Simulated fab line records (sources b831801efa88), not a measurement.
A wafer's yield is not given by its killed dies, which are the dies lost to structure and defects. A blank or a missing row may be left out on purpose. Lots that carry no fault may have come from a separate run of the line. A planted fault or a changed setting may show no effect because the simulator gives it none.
The tool behind it: which one? -- flow gf180mcu -- 12 lots, 36 wafers sampled, at 5 steps of a route of 602

== WHAT EACH GAUGE READ, for each wafer ==
GF_SALICIDE_RS_MEAS_04: a four-point-probe measurement.
lot,measured,on,SALICIDE_TIN_RS (ohm/sq)
L810,day 14 08:46,film_metro-02,15.90 16.40 15.85
L811,day 14 14:19,film_metro-02,16.14 16.03 16.32
L813,day 15 09:44,film_metro-02,16.38 15.97 16.47
L814,day 15 16:23,film_metro-03,16.33 16.20 16.63
L815,day 16 00:07,film_metro-02,16.11 16.23 15.92
L823,day 19 22:04,film_metro-03,16.15 14.45 16.17
L825,day 20 21:55,film_metro-02,16.41 16.19 16.60
L826,day 21 04:31,film_metro-02,16.03 16.09 14.43
L829,day 22 22:13,film_metro-01,15.98 16.23 16.28
L831,day 23 06:03,film_metro-02,16.01 15.91 16.21
L833,day 23 19:03,film_metro-02,16.17 16.43 16.46
L832,day 23 19:35,film_metro-01,16.48 16.51 16.43

GF_SALICIDE_THK_MEAS_05: measures by xrf.
lot,measured,on,SALICIDE_TIN_THK (nm)
L810,day 14 08:53,film_metro-02,20.42 20.20 20.04
L811,day 14 14:26,film_metro-02,20.19 20.32 20.14
L813,day 15 09:51,film_metro-02,20.18 20.23 19.89
L814,day 15 16:29,film_metro-03,19.59 19.82 19.97
L815,day 16 00:14,film_metro-02,19.87 19.84 20.12
L823,day 19 22:11,film_metro-03,19.89 25.80 19.88
L825,day 20 22:01,film_metro-02,19.77 19.65 19.76
L826,day 21 04:38,film_metro-02,19.83 19.51 25.85
L829,day 22 22:19,film_metro-01,19.82 19.74 19.72
L831,day 23 06:10,film_metro-02,19.71 19.95 19.86
L833,day 23 19:10,film_metro-02,19.95 19.82 19.71
L832,day 23 19:42,film_metro-01,20.28 20.08 20.24

GF_CONTACT_CD_MEAS_14: target cd 220 nm.
lot,measured,on,cd_nm (nm)
L810,day 15 06:41,cd_sem-01,218.3 220.6 218.4
L811,day 15 12:21,cd_sem-02,220.2 221.1 221.0
L813,day 16 08:27,cd_sem-01,220.6 220.6 220.6
L814,day 16 14:46,cd_sem-01,220.7 222.2 220.6
L815,day 16 23:34,cd_sem-01,221.0 221.4 222.7
L823,day 20 23:06,cd_sem-02,219.0 219.4 218.2
L825,day 21 23:03,cd_sem-01,221.9 222.1 221.8
L826,day 22 05:35,cd_sem-02,223.1 221.7 222.8
L829,day 23 21:31,cd_sem-02,219.9 218.7 220.0
L831,day 24 05:30,cd_sem-02,221.4 220.6 221.7
L833,day 24 17:31,cd_sem-02,221.4 222.9 222.2
L832,day 24 18:24,cd_sem-02,221.0 221.4 219.1

== TOOL THAT RAN EACH LOT (tool first, then ch and the chambers of the sampled wafers, then the start) ==
lot,GF_NSD_STRIP_11,GF_SALICIDE_SPUTTER_03
L810,"plasma_asher-01 ch 0,1, day 12 15:17","pvd_sputter-02, day 14 08:44"
L811,"plasma_asher-03 ch 0,1, day 12 20:29","pvd_sputter-03, day 14 14:17"
L813,"plasma_asher-03 ch 0,1, day 13 14:55","pvd_sputter-03, day 15 09:42"
L814,"plasma_asher-01 ch 0,1, day 13 21:22","pvd_sputter-02, day 15 16:20"
L815,"plasma_asher-01 ch 0,1, day 14 06:04","pvd_sputter-03, day 16 00:04"
L823,"plasma_asher-01 ch 0,1, day 17 19:31","pvd_sputter-03, day 19 22:02"
L825,"plasma_asher-01 ch 0,1, day 18 19:20","pvd_sputter-01, day 20 21:52"
L826,"plasma_asher-02 ch 0,1, day 19 02:14","pvd_sputter-03, day 21 04:29"
L829,"plasma_asher-02 ch 0,1, day 20 21:50","pvd_sputter-02, day 22 22:10"
L831,"plasma_asher-02 ch 0,1, day 21 06:10","pvd_sputter-02, day 23 06:01"
L833,"plasma_asher-02 ch 0,1, day 21 18:41","pvd_sputter-03, day 23 19:01"
L832,"plasma_asher-02 ch 0,1, day 21 19:56","pvd_sputter-01, day 23 19:32"
- GF_NSD_STRIP_11: strips in O2/N2.
- GF_SALICIDE_SPUTTER_03: material TiN, target thk 20 nm, time 16.7 s.

== AS READ BY THE TOOLS THEMSELVES (means over the sampled wafers that have a number; for cases with no such wafer, the mark the record gives instead) ==
GF_NSD_STRIP_11.
lot,tool,drypump_motor_current_A (A),heater_power_w (W),oes_product_au (a.u.),strip_time_to_endpoint_s (s)
L810,plasma_asher-01,5.5,330,0.490,22.93
L811,plasma_asher-03,5.7,260,0.488,22.97
L813,plasma_asher-03,5.5,260,0.485,23.01
L814,plasma_asher-01,5.6,323,0.492,22.95
L815,plasma_asher-01,5.6,331,0.488,22.95
L823,plasma_asher-01,5.6,331,0.488,22.97
L825,plasma_asher-01,5.8,314,0.483,22.91
L826,plasma_asher-02,6.0,322,0.486,22.91
L829,plasma_asher-02,6.0,314,0.487,22.99
L831,plasma_asher-02,6.0,319,0.487,22.91
L833,plasma_asher-02,6.0,319,0.482,23.00
L832,plasma_asher-02,6.0,314,0.490,22.93

GF_SALICIDE_SPUTTER_03.
lot,tool,chamber_pressure_pa (Pa),throttle_valve_pct (%)
L810,pvd_sputter-02,0.3993,29.5
L811,pvd_sputter-03,0.3995,30.0
L813,pvd_sputter-03,0.4000,30.9
L814,pvd_sputter-02,0.3998,29.7
L815,pvd_sputter-03,0.3998,30.8
L823,pvd_sputter-03,0.3998,31.0
L825,pvd_sputter-01,0.4002,29.7
L826,pvd_sputter-03,0.3995,30.9
L829,pvd_sputter-02,0.3998,29.9
L831,pvd_sputter-02,0.4006,29.4
L833,pvd_sputter-03,0.3992,30.8
L832,pvd_sputter-01,0.4003,29.6

== THE ANSWER, worked out from the rows above alone ==
Rule: the lots themselves supply what counts as usual. Put in order of their means at a reading, lots are off if they are a third of the lots or fewer, leave a main group of 4 or more, and stand apart from it by a gap of 3 or more times the standard deviation of the main group's means; of several such gaps the widest counts. If all means in a main group match to the digits the tables above print for the reading, that group is not used. Also off: a lot with no number at a reading for which 4 or more lots have one. The other lots that the step has rows for count as sound. The gauges are gone through in route order, then the tools' own readings, and for those a lot's mean is taken as printed above. The first step at which some lot is off is used, and at that step the reading that is off furthest; a lot without a number counts as furthest.
Off: L823, L826, at GF_SALICIDE_RS_MEAS_04 (SALICIDE_TIN_RS). For the main group the mean is 16.24 ohm/sq and the standard deviation 0.15.
A tool fits if, at a process step before that reading, it ran every lot that is off, and no sound lot after the first of them. Gauges at GF_SALICIDE_RS_MEAS_04: tried the same way as those tools. Of those tried, none fits.

== WHAT WAS PUT IN BY THE SIMULATOR ==
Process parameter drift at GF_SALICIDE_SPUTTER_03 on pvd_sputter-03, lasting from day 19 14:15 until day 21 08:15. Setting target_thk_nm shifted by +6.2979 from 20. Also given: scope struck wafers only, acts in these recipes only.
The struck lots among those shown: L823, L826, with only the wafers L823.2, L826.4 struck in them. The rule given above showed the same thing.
